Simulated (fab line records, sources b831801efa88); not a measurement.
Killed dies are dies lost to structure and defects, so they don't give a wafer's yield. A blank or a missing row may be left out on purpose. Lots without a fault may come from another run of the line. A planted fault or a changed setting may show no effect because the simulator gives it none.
fab line records | flow sky130
record lots=5 wafers=15 last_day=49
route steps=708 shown DNWELL@38 PWDE@45 NWELL@56
lots that met no fault: from a run of the same line without faults
start_h: hours from the record's first day to the start of the lot's first wafer shown | wait_h: hours since the lot's step before | " the same as in the row above | L1.1+2: a row that stands for several wafers | - no value, or no start given | * or withheld: withheld | < > ~ a bound
route shown NAME@n: a module of which the file shows steps, and the number in the route of the first | usual: mean/standard deviation of fault-free wafers | same: alike in all rows | chamber/n: place in a boat | sites: the reading at each site | _std_site: their standard deviation | _edge_site: outer sites' mean less inner sites' | radius_mm: how far each site lies from the wafer's centre | mask NAME#n: copy n | behind: the tool/chamber that last shaped the wafer | hold: why the lot was held/for how many hours/how that ended | device: the transistor (n, p or np) that didn't switch | end of line: the same wafers' tests at the end of the route | a step without rows: its recipe alone | killed: dies lost to structure and defects at the first sort, not the wafer's yield | map: a wafer's dies, x killed, . not, _ none there
set.NAME: the setting as run; set.NAME@STEP: as run at that earlier step | model.NAME: the simulator's own value behind a step, which no gauge read
lots at some steps of the route; a table a step, a row a wafer
services: from which hour (start_h, from the record's first day; less than 0 if before it) a tool's chamber was out of use, for how many hours, and why
## steps
# step SKY_DNWELL_SOFTBAKE_03
# recipe temp_c=110 time_s=withheld
# usual chill_plate_temp_C=23.00/0.11
# columns lot.wafer tool chamber start_h wait_h chill_plate_temp_C
L076.2 litho_track-01 0 53.48 0.1 22.84
L076.4 " 0 " " 22.89
L076.5 " 0 " " 22.91
L078.1 litho_track-04 0 63.05 0.1 22.95
L078.5 " 0 " " 22.85
L078.6 " 0 " " 23.11
L085.2 litho_track-03 0 105.28 0.1 23.14
L085.3 " 0 " " 23.07
L085.5 " 0 " " 23.23
L090.1 litho_track-04 0 136.35 0.1 22.91
L090.2 " 0 " " 23.11
L090.4 " 0 " " 23.08
L093.2 litho_track-01 0 149.48 0.1 23.00
L093.3 " 0 " " 23.02
L093.6 " 0 " " 23.06
# step SKY_DNWELL_EXPOSE_04
# recipe mask_id=DNM na=0.57 target_cd_nm=3000 dose_mj=222
# usual exposure_dose_mJ_cm2=221.99/0.24
# columns lot.wafer tool chamber start_h wait_h mask exposure_dose_mJ_cm2
L076.2 iline_stepper-02 0 - - DNM#0 221.96
L076.4 " 0 " " DNM#0 222.04
L076.5 " 0 " " DNM#0 222.04
L078.1 iline_stepper-02 0 - - DNM#0 221.78
L078.5 " 0 " " DNM#0 221.60
L078.6 " 0 " " DNM#0 221.88
L085.2 iline_stepper-02 0 - - DNM#0 221.99
L085.3 " 0 " " DNM#0 221.71
L085.5 " 0 " " DNM#0 221.93
L090.1 iline_stepper-01 0 - - DNM#0 222.06
L090.2 " 0 " " DNM#0 221.87
L090.4 " 0 " " DNM#0 221.53
L093.2 iline_stepper-01 0 - - DNM#0 221.97
L093.3 " 0 " " DNM#0 221.86
L093.6 " 0 " " DNM#0 222.20
# step SKY_DNWELL_PEB_05
# recipe temp_c=115 time_s=withheld
# usual chill_plate_temp_C=23.01/0.096
# columns lot.wafer tool chamber start_h wait_h chill_plate_temp_C
L076.2 litho_track-03 0 - - 22.86
L076.4 " 0 " " 22.96
L076.5 " 0 " " 22.92
L078.1 litho_track-03 0 - - 22.96
L078.5 " 0 " " 22.86
L078.6 " 0 " " 22.92
L085.2 litho_track-03 0 - - 23.17
L085.3 " 0 " " 22.94
L085.5 " 0 " " 23.13
L090.1 litho_track-04 0 - - 23.10
L090.2 " 0 " " 22.88
L090.4 " 0 " " 22.81
L093.2 litho_track-03 0 - - 23.10
L093.3 " 0 " " 22.99
L093.6 " 0 " " 22.91
# step SKY_DNWELL_DEVELOP_06
# recipe wall_angle_deg=90 developer=TMAH develop_time_s=60 dev_temp_c=23
# usual chill_plate_temp_C=23.02/0.1
# columns lot.wafer tool chamber start_h wait_h chill_plate_temp_C
L076.2 litho_track-03 0 - - 23.10
L076.4 " 0 " " 23.13
L076.5 " 0 " " 23.08
L078.1 litho_track-03 0 - - 23.07
L078.5 " 0 " " 23.01
L078.6 " 0 " " 22.96
L085.2 litho_track-03 0 - - 23.09
L085.3 " 0 " " 23.00
L085.5 " 0 " " 22.92
L090.1 litho_track-04 0 - - 22.97
L090.2 " 0 " " 23.11
L090.4 " 0 " " 22.90
L093.2 litho_track-03 0 - - 23.00
L093.3 " 0 " " 22.98
L093.6 " 0 " " 23.19
# step SKY_DNWELL_IMPLANT_07
# recipe species=P energy_kev=withheld dose_cm2=withheld tilt_deg=withheld
# columns lot.wafer tool chamber start_h wait_h
L076.2+4+5 implanter-03 0 61.73 -
L078.1+5+6 implanter-01 0 70.70 -
L085.2+3+5 implanter-04 0 113.13 -
L090.1+2+4 implanter-03 0 145.30 -
L093.2+3+6 implanter-01 0 159.78 -
# step SKY_DNWELL_STRIP_08
# recipe chemistry=O2/N2 power_w=1400 pressure_mtorr=1500 platen_temp_c=withheld o2_flow_sccm=3000 n2_flow_sccm=300 overash_fraction=0.5
# usual drypump_motor_current_A=6.0/0.44 oes_product_au=0.722/0.0046 strip_time_to_endpoint_s=36.93/0.11
# columns lot.wafer tool chamber start_h wait_h drypump_motor_current_A oes_product_au rf_hours_counter_h strip_time_to_endpoint_s
L076.2 plasma_asher-04 1 61.85 0.1 6.4 0.718 23 36.95
L076.4 " 1 " " 6.3 0.717 - 36.82
L076.5 " 0 " " 5.4 0.727 - 36.93
L078.1 plasma_asher-02 1 70.85 0.1 5.6 0.720 41 36.95
L078.5 " 0 " " 6.0 0.720 - 36.91
L078.6 " 1 " " 5.6 0.728 - 36.93
L085.2 plasma_asher-02 1 113.25 0.1 5.7 0.721 46 36.85
L085.3 " 0 " " 6.1 0.717 - 36.81
L085.5 " 0 " " 6.1 0.724 - 36.76
L090.1 plasma_asher-04 0 145.45 0.1 5.4 0.724 31 37.00
L090.2 " 1 " " 6.3 0.722 31 37.06
L090.4 " 0 " " 5.4 0.718 - 36.94
L093.2 plasma_asher-04 1 159.90 0.1 6.4 0.723 32 37.00
L093.3 " 1 " " 6.3 0.722 - 37.00
L093.6 " 0 " " 5.4 0.722 - 36.99
# step SKY_DNWELL_TW_MEAS_09
# usual DNWELL_TW=1125/7.4
# columns lot.wafer tool chamber start_h wait_h DNWELL_TW
L076.2 film_metro-03 - 61.96 0.1 1141
L076.4 " - " " 1136
L076.5 " - " " 1135
L078.1 film_metro-03 - 70.95 0.1 1133
L078.5 " - " " 1136
L078.6 " - " " 1132
L085.2 film_metro-03 - 113.36 0.1 1133
L085.3 " - " " 1130
L085.5 " - " " 1130
L090.1 film_metro-02 - 145.55 0.1 1121
L090.2 " - " " 1122
L090.4 " - " " 1122
L093.2 film_metro-02 - 160.01 0.1 1123
L093.3 " - " " 1122
L093.6 " - " " 1119
# step SKY_PWDE_DEHYDRATE_00
# recipe temp_c=200 time_s=60
# usual chill_plate_temp_C=22.98/0.12
# same time_s=60
# columns lot.wafer tool chamber start_h wait_h chill_plate_temp_C
L076.2 litho_track-02 0 69.69 7.7 22.94
L076.4 " 0 " " 22.94
L076.5 " 0 " " 23.04
L078.1 litho_track-03 0 78.60 7.6 23.19
L078.5 " 0 " " 22.90
L078.6 " 0 " " 22.94
L085.2 litho_track-01 0 122.12 8.8 22.84
L085.3 " 0 " " 23.09
L085.5 " 0 " " 22.98
L090.1 litho_track-01 0 155.10 9.5 23.03
L090.2 " 0 " " 23.04
L090.4 " 0 " " 23.04
L093.2 litho_track-03 0 169.33 9.3 22.88
L093.3 " 0 " " 22.93
L093.6 " 0 " " 22.87
# step SKY_PWDE_HMDS_01
# recipe prime_time_s=60 prime_temp_c=120
# usual chill_plate_temp_C=22.96/0.11
# columns lot.wafer tool chamber start_h wait_h chill_plate_temp_C
L076.2 litho_track-02 0 69.84 0.1 22.84
L076.4 " 0 " " 22.81
L076.5 " 0 " " 22.94
L078.1 litho_track-03 0 78.75 0.1 23.07
L078.5 " 0 " " 23.07
L078.6 " 0 " " 23.06
L085.2 litho_track-01 0 122.27 0.1 22.73
L085.3 " 0 " " 22.97
L085.5 " 0 " " 22.82
L090.1 litho_track-01 0 155.25 0.1 22.90
L090.2 " 0 " " 23.09
L090.4 " 0 " " 22.88
L093.2 litho_track-03 0 169.48 0.1 23.02
L093.3 " 0 " " 22.93
L093.6 " 0 " " 23.01
# step SKY_PWDE_COAT_02
# recipe spin_rpm=2000 resist_thk_nm=3000
# usual chill_plate_temp_C=22.99/0.099
# columns lot.wafer tool chamber start_h wait_h chill_plate_temp_C
L076.2 litho_track-02 0 69.99 0.1 23.03
L076.4 " 0 " " 23.01
L076.5 " 0 " " 22.91
L078.1 litho_track-03 0 78.90 0.1 22.86
L078.5 " 0 " " 22.94
L078.6 " 0 " " 22.93
L085.2 litho_track-01 0 122.42 0.1 23.16
L085.3 " 0 " " 23.12
L085.5 " 0 " " 23.19
L090.1 litho_track-01 0 155.40 0.1 23.11
L090.2 " 0 " " 23.15
L090.4 " 0 " " 23.20
L093.2 litho_track-03 0 169.63 0.1 23.05
L093.3 " 0 " " 23.01
L093.6 " 0 " " 23.19
# step SKY_PWDE_SOFTBAKE_03
# recipe temp_c=110 time_s=withheld
# usual chill_plate_temp_C=23.01/0.097
# columns lot.wafer tool chamber start_h wait_h chill_plate_temp_C
L076.2 litho_track-02 0 70.15 0.1 22.95
L076.4 " 0 " " 23.03
L076.5 " 0 " " 22.91
L078.1 litho_track-03 0 79.05 0.1 22.94
L078.5 " 0 " " 23.02
L078.6 " 0 " " 23.04
L085.2 litho_track-01 0 122.58 0.1 22.97
L085.3 " 0 " " 22.92
L085.5 " 0 " " 23.02
L090.1 litho_track-01 0 155.55 0.1 23.12
L090.2 " 0 " " 23.04
L090.4 " 0 " " 23.09
L093.2 litho_track-03 0 169.78 0.1 23.13
L093.3 " 0 " " 22.90
L093.6 " 0 " " 22.99
# step SKY_PWDE_EXPOSE_04
# recipe mask_id=PWDEM na=0.6 source_shape=conventional sigma_outer=0.6 polarization=unpolarized target_cd_nm=840 dose_mj=214
# usual exposure_dose_mJ_cm2=214.02/0.19
# columns lot.wafer tool chamber start_h wait_h mask exposure_dose_mJ_cm2
L076.2 iline_stepper-02 0 - - PWDEM#0 213.92
L076.4 " 0 " " PWDEM#0 213.69
L076.5 " 0 " " PWDEM#0 214.18
L078.1 iline_stepper-01 0 - - PWDEM#0 214.09
L078.5 " 0 " " PWDEM#0 214.01
L078.6 " 0 " " PWDEM#0 213.94
L085.2 iline_stepper-02 0 - - PWDEM#0 213.69
L085.3 " 0 " " PWDEM#0 214.08
L085.5 " 0 " " PWDEM#0 213.54
L090.1 iline_stepper-01 0 - - PWDEM#0 214.05
L090.2 " 0 " " PWDEM#0 213.94
L090.4 " 0 " " PWDEM#0 214.09
L093.2 iline_stepper-02 0 - - PWDEM#0 213.97
L093.3 " 0 " " PWDEM#0 214.30
L093.6 " 0 " " PWDEM#0 213.80
# step SKY_PWDE_PEB_05
# recipe temp_c=115 time_s=withheld
# usual chill_plate_temp_C=22.98/0.095
# columns lot.wafer tool chamber start_h wait_h chill_plate_temp_C
L076.2 litho_track-02 0 - - 22.98
L076.4 " 0 " " 22.93
L076.5 " 0 " " 23.03
L078.1 litho_track-02 0 - - 22.98
L078.5 " 0 " " 22.92
L078.6 " 0 " " 23.05
L085.2 litho_track-02 0 - - 23.09
L085.3 " 0 " " 23.04
L085.5 " 0 " " 23.03
L090.1 litho_track-01 0 - - 23.21
L090.2 " 0 " " 22.98
L090.4 " 0 " " 23.00
L093.2 litho_track-03 0 - - 23.03
L093.3 " 0 " " 22.93
L093.6 " 0 " " 22.87
# step SKY_PWDE_DEVELOP_06
# recipe wall_angle_deg=90 developer=TMAH develop_time_s=60 dev_temp_c=23
# usual chill_plate_temp_C=23.02/0.091
# columns lot.wafer tool chamber start_h wait_h chill_plate_temp_C
L076.2 litho_track-02 0 - - 22.96
L076.4 " 0 " " 22.90
L076.5 " 0 " " 22.93
L078.1 litho_track-02 0 - - 23.21
L078.5 " 0 " " 23.04
L078.6 " 0 " " 23.23
L085.2 litho_track-02 0 - - 23.02
L085.3 " 0 " " 22.82
L085.5 " 0 " " 22.97
L090.1 litho_track-01 0 - - 23.16
L090.2 " 0 " " 23.14
L090.4 " 0 " " 23.08
L093.2 litho_track-03 0 - - 22.84
L093.3 " 0 " " 22.85
L093.6 " 0 " " 23.13
# step SKY_PWDE_OVL_MEAS_07
# usual PWDE_OVL=1.1/1.4
# columns lot.wafer tool chamber start_h wait_h PWDE_OVL[nm]
L076.2 overlay-01 - 78.32 - -0.3
L076.4 " - " " 0.3
L076.5 " - " " 1.3
L078.1 overlay-01 - 87.21 - 0.9
L078.5 " - " " 2.0
L078.6 " - " " 2.4
L085.2 overlay-01 - 131.42 - 0.1
L085.3 " - " " 0.9
L085.5 " - " " 0.9
L090.1 overlay-01 - 166.40 - -0.2
L090.2 " - " " 1.8
L090.4 " - " " -0.3
L093.2 overlay-01 - 180.61 - 0.1
L093.3 " - " " 0.1
L093.6 " - " " 1.6
# step SKY_PWDE_IMPLANT_08
# recipe species=B energy_kev=150 dose_cm2=3.6e+12 tilt_deg=withheld
# usual beam_energy_keV=150.01/0.055 faraday_current_uA=20.3/0.44
# columns lot.wafer tool chamber start_h wait_h beam_energy_keV faraday_current_uA
L076.2 implanter-03 0 78.37 0.0 149.95 19.3
L076.4 " 0 " " 149.93 20.4
L076.5 " 0 " " 149.95 20.7
L078.1 implanter-03 0 87.25 0.0 149.97 20.4
L078.5 " 0 " " 150.00 20.4
L078.6 " 0 " " 149.97 20.5
L085.2 implanter-02 0 131.47 0.0 150.07 20.7
L085.3 " 0 " " 149.99 19.3
L085.5 " 0 " " 150.03 20.5
L090.1 implanter-02 0 166.43 0.0 150.09 20.1
L090.2 " 0 " " 150.05 21.2
L090.4 " 0 " " 150.07 20.3
L093.2 implanter-02 0 180.66 0.0 149.98 20.9
L093.3 " 0 " " 149.99 20.1
L093.6 " 0 " " 150.05 20.7
# step SKY_PWDE_STRIP_09
# recipe chemistry=O2/N2 power_w=1400 pressure_mtorr=1500 platen_temp_c=withheld o2_flow_sccm=3000 n2_flow_sccm=300 overash_fraction=0.5
# usual drypump_motor_current_A=5.9/0.35 oes_product_au=0.723/0.0042 strip_time_to_endpoint_s=36.93/0.11
# columns lot.wafer tool chamber start_h wait_h drypump_motor_current_A oes_product_au rf_hours_counter_h strip_time_to_endpoint_s
L076.2 plasma_asher-04 1 78.50 0.1 6.3 0.722 24 36.98
L076.4 " 0 " " 5.4 0.715 - 37.05
L076.5 " 0 " " 5.4 0.722 - 37.08
L078.1 plasma_asher-02 0 87.40 0.1 6.1 0.720 43 36.84
L078.5 " 1 " " 5.6 0.721 - 36.77
L078.6 " 0 " " 6.1 0.725 - 36.85
L085.2 plasma_asher-03 1 131.60 0.1 6.1 0.729 44 36.84
L085.3 " 1 " " 6.1 0.725 - 36.98
L085.5 " 0 " " 5.6 0.728 - 36.86
L090.1 plasma_asher-03 1 166.58 0.1 6.1 0.727 47 36.78
L090.2 " 0 " " 5.6 0.728 47 37.01
L090.4 " 1 " " 6.2 0.719 - 37.00
L093.2 plasma_asher-02 1 180.79 0.1 5.7 0.726 52 36.88
L093.3 " 0 " " 6.1 0.730 - 37.01
L093.6 " 1 " " 5.7 0.720 - 36.89
# step SKY_PWDE_TW_MEAS_10
# usual PWDE_TW=375.5/2.3
# columns lot.wafer tool chamber start_h wait_h PWDE_TW
L076.2 film_metro-03 - 78.61 0.1 377.2
L076.4 " - " " 377.4
L076.5 " - " " 374.8
L078.1 film_metro-03 - 87.50 0.1 378.7
L078.5 " - " " 377.5
L078.6 " - " " 378.6
L085.2 film_metro-03 - 131.71 0.1 377.3
L085.3 " - " " 376.2
L085.5 " - " " 380.1
L090.1 film_metro-03 - 166.68 0.1 378.4
L090.2 " - " " 377.9
L090.4 " - " " 376.4
L093.2 film_metro-03 - 180.90 0.1 376.4
L093.3 " - " " 377.0
L093.6 " - " " 377.8
# step SKY_NWELL_DEHYDRATE_03
# recipe temp_c=200 time_s=60
# usual chill_plate_temp_C=23.01/0.11
# same time_s=60
# columns lot.wafer tool chamber start_h wait_h chill_plate_temp_C
L076.2 litho_track-02 0 86.24 7.6 22.92
L076.4 " 0 " " 22.77
L076.5 " 0 " " 22.91
L078.1 litho_track-04 0 95.45 7.9 22.99
L078.5 " 0 " " 22.94
L078.6 " 0 " " 23.07
L085.2 litho_track-03 0 140.78 9.1 23.01
L085.3 " 0 " " 23.00
L085.5 " 0 " " 22.98
L090.1 litho_track-04 0 175.85 9.2 23.00
L090.2 " 0 " " 22.93
L090.4 " 0 " " 23.05
L093.2 litho_track-03 0 190.92 10.0 22.90
L093.3 " 0 " " 22.93
L093.6 " 0 " " 23.19
# step SKY_NWELL_HMDS_04
# recipe prime_time_s=60 prime_temp_c=120
# usual chill_plate_temp_C=23.00/0.11
# columns lot.wafer tool chamber start_h wait_h chill_plate_temp_C
L076.2 litho_track-02 0 86.39 0.1 22.99
L076.4 " 0 " " 23.02
L076.5 " 0 " " 23.20
L078.1 litho_track-04 0 95.60 0.1 22.90
L078.5 " 0 " " 22.84
L078.6 " 0 " " 22.84
L085.2 litho_track-03 0 140.93 0.1 22.96
L085.3 " 0 " " 23.03
L085.5 " 0 " " 23.14
L090.1 litho_track-04 0 176.00 0.1 23.10
L090.2 " 0 " " 23.17
L090.4 " 0 " " 23.03
L093.2 litho_track-03 0 191.07 0.1 22.99
L093.3 " 0 " " 22.95
L093.6 " 0 " " 22.98
# step SKY_NWELL_COAT_05
# recipe spin_rpm=2000 resist_thk_nm=3000
# usual chill_plate_temp_C=22.98/0.1
# columns lot.wafer tool chamber start_h wait_h chill_plate_temp_C
L076.2 litho_track-02 0 86.54 0.1 22.94
L076.4 " 0 " " 22.86
L076.5 " 0 " " 22.83
L078.1 litho_track-04 0 95.75 0.1 23.02
L078.5 " 0 " " 22.94
L078.6 " 0 " " 22.91
L085.2 litho_track-03 0 141.08 0.1 22.97
L085.3 " 0 " " 23.18
L085.5 " 0 " " 22.99
L090.1 litho_track-04 0 176.15 0.1 22.98
L090.2 " 0 " " 23.05
L090.4 " 0 " " 23.09
L093.2 litho_track-03 0 191.22 0.1 22.97
L093.3 " 0 " " 22.95
L093.6 " 0 " " 22.86
# step SKY_NWELL_SOFTBAKE_06
# recipe temp_c=110 time_s=withheld
# usual chill_plate_temp_C=23.01/0.11
# columns lot.wafer tool chamber start_h wait_h chill_plate_temp_C
L076.2 litho_track-02 0 86.70 0.1 22.81
L076.4 " 0 " " 22.81
L076.5 " 0 " " 22.83
L078.1 litho_track-04 0 95.90 0.1 22.96
L078.5 " 0 " " 22.95
L078.6 " 0 " " 22.97
L085.2 litho_track-03 0 141.23 0.1 22.93
L085.3 " 0 " " 22.93
L085.5 " 0 " " 22.88
L090.1 litho_track-04 0 176.30 0.1 22.86
L090.2 " 0 " " 22.91
L090.4 " 0 " " 22.96
L093.2 litho_track-03 0 191.38 0.1 23.13
L093.3 " 0 " " 23.09
L093.6 " 0 " " 22.93
# step SKY_NWELL_EXPOSE_07
# recipe mask_id=NWM na=0.6 source_shape=conventional sigma_outer=0.6 polarization=unpolarized target_cd_nm=840 dose_mj=255
# usual exposure_dose_mJ_cm2=255.04/0.28
# columns lot.wafer tool chamber start_h wait_h mask exposure_dose_mJ_cm2
L076.2 iline_stepper-02 0 - - NWM#0 255.04
L076.4 " 0 " " NWM#0 254.96
L076.5 " 0 " " NWM#0 255.35
L078.1 iline_stepper-02 0 - - NWM#0 255.52
L078.5 " 0 " " NWM#0 255.58
L078.6 " 0 " " NWM#0 254.99
L085.2 iline_stepper-02 0 - - NWM#0 254.72
L085.3 " 0 " " NWM#0 254.84
L085.5 " 0 " " NWM#0 254.74
L090.1 iline_stepper-02 0 - - NWM#0 254.36
L090.2 " 0 " " NWM#0 254.63
L090.4 " 0 " " NWM#0 254.74
L093.2 iline_stepper-02 0 - - NWM#0 255.00
L093.3 " 0 " " NWM#0 255.07
L093.6 " 0 " " NWM#0 255.23
# step SKY_NWELL_PEB_08
# recipe temp_c=115 time_s=withheld
# usual chill_plate_temp_C=22.99/0.12
# columns lot.wafer tool chamber start_h wait_h chill_plate_temp_C
L076.2 litho_track-03 0 - - 23.12
L076.4 " 0 " " 23.26
L076.5 " 0 " " 23.25
L078.1 litho_track-02 0 - - 22.85
L078.5 " 0 " " 22.91
L078.6 " 0 " " 23.04
L085.2 litho_track-03 0 - - 22.92
L085.3 " 0 " " 23.06
L085.5 " 0 " " 23.07
L090.1 litho_track-03 0 - - 23.01
L090.2 " 0 " " 23.08
L090.4 " 0 " " 23.07
L093.2 litho_track-03 0 - - 22.92
L093.3 " 0 " " 22.86
L093.6 " 0 " " 22.99
# step SKY_NWELL_DEVELOP_09
# recipe wall_angle_deg=90 developer=TMAH develop_time_s=62.97 dev_temp_c=23
# usual chill_plate_temp_C=22.99/0.11
# columns lot.wafer tool chamber start_h wait_h chill_plate_temp_C
L076.2 litho_track-03 0 - - 22.77
L076.4 " 0 " " 22.89
L076.5 " 0 " " 23.05
L078.1 litho_track-02 0 - - 23.16
L078.5 " 0 " " 22.95
L078.6 " 0 " " 23.07
L085.2 litho_track-03 0 - - 22.91
L085.3 " 0 " " 23.03
L085.5 " 0 " " 22.87
L090.1 litho_track-03 0 - - 22.94
L090.2 " 0 " " 22.93
L090.4 " 0 " " 23.03
L093.2 litho_track-03 0 - - 22.99
L093.3 " 0 " " 22.95
L093.6 " 0 " " 23.11
# step SKY_NWELL_OVL_MEAS_10
# usual NWELL_00_OVL=0.6/1.5
# columns lot.wafer tool chamber start_h wait_h NWELL_00_OVL[nm]
L076.2 overlay-01 - 94.86 - 0.2
L076.4 " - " " 1.3
L076.5 " - " " -1.1
L078.1 overlay-01 - 105.01 - 1.0
L078.5 " - " " -0.7
L078.6 " - " " 1.2
L085.2 overlay-02 - 150.56 - 2.8
L085.3 " - " " 3.6
L085.5 " - " " 2.5
L090.1 overlay-02 - 186.85 - 1.8
L090.2 " - " " 1.8
L090.4 " - " " 1.1
L093.2 overlay-02 - 202.26 - -1.0
L093.3 " - " " 0.2
L093.6 " - " " -0.7
# step SKY_NWELL_IMPLANT_11
# recipe species=P energy_kev=400 dose_cm2=1.9e+13 tilt_deg=withheld
# usual beam_energy_keV=399.99/0.14 faraday_current_uA=107.3/2.1
# columns lot.wafer tool chamber start_h wait_h beam_energy_keV faraday_current_uA
L076.2 implanter-01 0 94.91 0.0 399.98 105.6
L076.4 " 0 " " 400.14 110.8
L076.5 " 0 " " 399.91 105.4
L078.1 implanter-03 0 105.05 0.0 399.74 109.6
L078.5 " 0 " " 400.08 105.4
L078.6 " 0 " " 399.89 109.5
L085.2 implanter-03 0 150.61 0.0 399.78 105.4
L085.3 " 0 " " 399.98 108.0
L085.5 " 0 " " 399.98 110.3
L090.1 implanter-03 0 186.89 0.0 399.96 107.4
L090.2 " 0 " " 400.03 106.8
L090.4 " 0 " " 399.73 107.3
L093.2 implanter-03 0 202.31 0.0 400.06 107.3
L093.3 " 0 " " 400.08 107.6
L093.6 " 0 " " 400.23 109.0
# step SKY_NWELL_IMPLANT_12
# recipe species=P energy_kev=120 dose_cm2=1.3e+12 tilt_deg=withheld
# usual beam_energy_keV=120.00/0.043 faraday_current_uA=7.32/0.16
# columns lot.wafer tool chamber start_h wait_h beam_energy_keV faraday_current_uA
L076.2 implanter-01 0 95.06 0.1 120.07 7.29
L076.4 " 0 " " 120.00 7.36
L076.5 " 0 " " 120.05 7.31
L078.1 implanter-03 0 105.20 0.1 120.02 7.57
L078.5 " 0 " " 119.97 7.41
L078.6 " 0 " " 120.01 7.23
L085.2 implanter-03 0 150.76 0.1 120.04 7.35
L085.3 " 0 " " 120.05 7.18
L085.5 " 0 " " 120.02 7.52
L090.1 implanter-03 0 187.04 0.1 119.94 7.28
L090.2 " 0 " " 120.02 7.50
L090.4 " 0 " " 119.99 7.37
L093.2 implanter-03 0 202.46 0.1 120.02 7.32
L093.3 " 0 " " 119.98 7.53
L093.6 " 0 " " 120.01 7.02
# step SKY_NWELL_IMPLANT_13
# recipe species=P energy_kev=50 dose_cm2=7e+11 tilt_deg=withheld
# usual beam_energy_keV=50.001/0.015 faraday_current_uA=3.95/0.081
# columns lot.wafer tool chamber start_h wait_h beam_energy_keV faraday_current_uA
L076.2 implanter-01 0 95.21 0.1 49.987 4.02
L076.4 " 0 " " 50.011 3.96
L076.5 " 0 " " 49.979 3.97
L078.1 implanter-03 0 105.35 0.1 50.019 3.87
L078.5 " 0 " " 50.012 3.97
L078.6 " 0 " " 50.025 3.86
L085.2 implanter-03 0 150.91 0.1 49.984 4.08
L085.3 " 0 " " 50.015 3.84
L085.5 " 0 " " 50.000 4.01
L090.1 implanter-03 0 187.19 0.1 50.014 3.79
L090.2 " 0 " " 49.988 3.94
L090.4 " 0 " " 49.992 3.86
L093.2 implanter-03 0 202.61 0.1 50.016 4.15
L093.3 " 0 " " 49.991 4.07
L093.6 " 0 " " 50.008 3.95
# step SKY_NWELL_STRIP_14
# recipe chemistry=O2/N2 power_w=1400 pressure_mtorr=1500 platen_temp_c=withheld o2_flow_sccm=3000 n2_flow_sccm=300 overash_fraction=0.5
# usual drypump_motor_current_A=6.1/0.45 oes_product_au=0.723/0.0046 strip_time_to_endpoint_s=36.94/0.13
# columns lot.wafer tool chamber start_h wait_h drypump_motor_current_A oes_product_au rf_hours_counter_h strip_time_to_endpoint_s
L076.2 plasma_asher-01 0 95.34 0.1 6.7 0.722 43 37.10
L076.4 " 1 " " 5.9 0.720 - 37.16
L076.5 " 0 " " 6.7 0.732 - 37.15
L078.1 plasma_asher-01 0 105.50 0.1 6.7 0.719 44 37.06
L078.5 " 0 " " 6.7 0.731 - 37.09
L078.6 " 1 " " 5.9 0.728 - 37.09
L085.2 plasma_asher-01 1 151.04 0.1 5.9 0.719 3 36.86
L085.3 " 1 " " 5.9 0.725 - 37.02
L085.5 " 1 " " 5.9 0.725 - 36.98
L090.1 plasma_asher-03 1 187.34 0.1 6.1 0.719 48 36.89
L090.2 " 0 " " 5.6 0.722 48 36.91
L090.4 " 0 " " 5.5 0.724 - 36.91
L093.2 plasma_asher-03 0 202.74 0.1 5.5 0.722 49 36.80
L093.3 " 0 " " 5.5 0.720 - 36.94
L093.6 " 0 " " 5.5 0.735 - 36.87
# step SKY_NWELL_TW_MEAS_15
# usual NWELL_TW=1829/12
# columns lot.wafer tool chamber start_h wait_h NWELL_TW
L076.2 film_metro-03 - 95.45 0.1 1837
L076.4 " - " " 1845
L076.5 " - " " 1845
L078.1 film_metro-02 - 105.60 0.1 1830
L078.5 " - " " 1838
L078.6 " - " " 1835
L085.2 film_metro-03 - 151.15 0.1 1836
L085.3 " - " " 1835
L085.5 " - " " 1841
L090.1 film_metro-03 - 187.44 0.1 1848
L090.2 " - " " 1845
L090.4 " - " " 1836
L093.2 film_metro-03 - 202.85 0.1 1823
L093.3 " - " " 1840
L093.6 " - " " 1835
# step SKY_NWELL_DEHYDRATE_16
# recipe temp_c=200 time_s=60
# usual chill_plate_temp_C=23.03/0.11
# same time_s=60
# columns lot.wafer tool chamber start_h wait_h chill_plate_temp_C
L076.2 litho_track-03 0 103.58 8.1 23.08
L076.4 " 0 " " 23.17
L076.5 " 0 " " 23.05
L078.1 litho_track-02 0 112.96 7.4 22.93
L078.5 " 0 " " 22.90
L078.6 " 0 " " 22.97
L085.2 litho_track-03 0 161.03 9.9 23.01
L085.3 " 0 " " 23.16
L085.5 " 0 " " 23.19
L090.1 litho_track-02 0 196.86 9.4 23.06
L090.2 " 0 " " 23.02
L090.4 " 0 " " 22.93
L093.2 litho_track-02 0 212.19 9.3 22.89
L093.3 " 0 " " 22.96
L093.6 " 0 " " 22.95
# step SKY_NWELL_HMDS_17
# recipe prime_time_s=60 prime_temp_c=120
# usual chill_plate_temp_C=22.99/0.11
# columns lot.wafer tool chamber start_h wait_h chill_plate_temp_C
L076.2 litho_track-03 0 103.73 0.1 22.87
L076.4 " 0 " " 23.09
L076.5 " 0 " " 23.00
L078.1 litho_track-02 0 113.11 0.1 23.08
L078.5 " 0 " " 23.09
L078.6 " 0 " " 22.98
L085.2 litho_track-03 0 161.18 0.1 23.15
L085.3 " 0 " " 23.26
L085.5 " 0 " " 23.12
L090.1 litho_track-02 0 197.01 0.1 22.99
L090.2 " 0 " " 23.13
L090.4 " 0 " " 22.99
L093.2 litho_track-02 0 212.34 0.1 23.02
L093.3 " 0 " " 22.87
L093.6 " 0 " " 22.89
# step SKY_NWELL_COAT_18
# recipe spin_rpm=2000 resist_thk_nm=3000
# usual chill_plate_temp_C=22.99/0.097
# columns lot.wafer tool chamber start_h wait_h chill_plate_temp_C
L076.2 litho_track-03 0 103.88 0.1 23.12
L076.4 " 0 " " 23.18
L076.5 " 0 " " 23.02
L078.1 litho_track-02 0 113.26 0.1 23.01
L078.5 " 0 " " 22.96
L078.6 " 0 " " 23.16
L085.2 litho_track-03 0 161.33 0.1 22.82
L085.3 " 0 " " 22.79
L085.5 " 0 " " 22.93
L090.1 litho_track-02 0 197.16 0.1 22.85
L090.2 " 0 " " 22.91
L090.4 " 0 " " 22.91
L093.2 litho_track-02 0 212.49 0.1 22.88
L093.3 " 0 " " 22.95
L093.6 " 0 " " 22.92
## services
# columns tool chamber start_h hours kind
implanter-04 - 33.34 3.7 repair
iline_stepper-02 - 35.13 1.7 pm
implanter-02 - 40.52 3.5 repair
iline_stepper-01 - 59.25 12.8 repair
implanter-02 - 81.49 2.6 repair
plasma_asher-02 - 92.35 0.8 repair
plasma_asher-01 - 108.75 9.0 pm
plasma_asher-01 0 108.75 9.0 vent_cycle
plasma_asher-01 1 108.75 9.0 vent_cycle
plasma_asher-01 0 117.75 - clean
plasma_asher-01 1 117.75 - clean
implanter-03 - 120.96 1.1 repair
implanter-01 - 128.02 3.6 repair
plasma_asher-03 - 167.04 19.2 repair
implanter-04 - 168.66 1.5 repair
implanter-03 - 176.61 5.1 repair
implanter-03 - 177.82 2.4 repair
implanter-02 - 189.89 3.6 repair
## key
fault none
